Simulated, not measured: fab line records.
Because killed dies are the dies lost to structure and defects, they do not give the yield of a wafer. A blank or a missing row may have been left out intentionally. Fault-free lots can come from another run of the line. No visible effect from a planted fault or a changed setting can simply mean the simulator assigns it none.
Chamber matching | flow gf180mcu | GF_V5_CVD_00 on hdpcvd-02: 3 sister chambers
The step deposits SiO2, target thk 300 nm, time 50 s. 6 wafers are shown with their chamber, then 8 later ones without.

EACH WAFER AND ITS CHAMBER
wafer  | chamber | sih4-flow-sccm (sccm)
L565.1 | 0       | 59.89
L566.3 | 2       | 60.02
L566.4 | 0       | 59.84
L573.2 | 2       | 59.97
L573.4 | 1       | 59.97
L577.2 | 1       | 59.87

WAFERS WHOSE CHAMBER IS MISSING
wafer  | sih4-flow-sccm (sccm)
L577.5 | 59.98
L577.6 | 59.97
L579.2 | 60.09
L579.3 | 60.25
L579.4 | 59.99
L580.2 | 60.08
L580.5 | 60.30
L580.6 | 60.17

CHAMBER TAKEN BY EACH
wafer  | from the rows above          | in truth
L577.5 | can't be placed: 2 or 1 or 0 | 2
L577.6 | can't be placed: 2 or 1 or 0 | 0
L579.2 | can't be placed: 2 or 1      | 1
L579.3 | can't be placed: 2 or 1      | 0
L579.4 | can't be placed: 2 or 1      | 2
L580.2 | can't be placed: 2 or 1      | 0
L580.5 | can't be placed: 2 or 1      | 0
L580.6 | can't be placed: 2 or 1      | 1
Correctly placed: 0 of 8. From these rows, 8 cannot be placed; in 5 the true chamber is one of the candidates. 0 placed wrongly.
How it was worked out, from the rows above alone: a wafer's distance from a chamber is the root of the sum, over the readings, of the square of ((its reading less the chamber's mean) divided by the reading's scatter). If the next closest chamber is less than 2 further off than the closest, the wafer can't be placed; otherwise it belongs to the closest. For every chamber, the mean is computed from those of its wafers that are shown. The scatter is the square root of a quotient: the sum, over the shown wafers, of each reading's squared deviation from its chamber's mean, divided by wafers minus chambers.
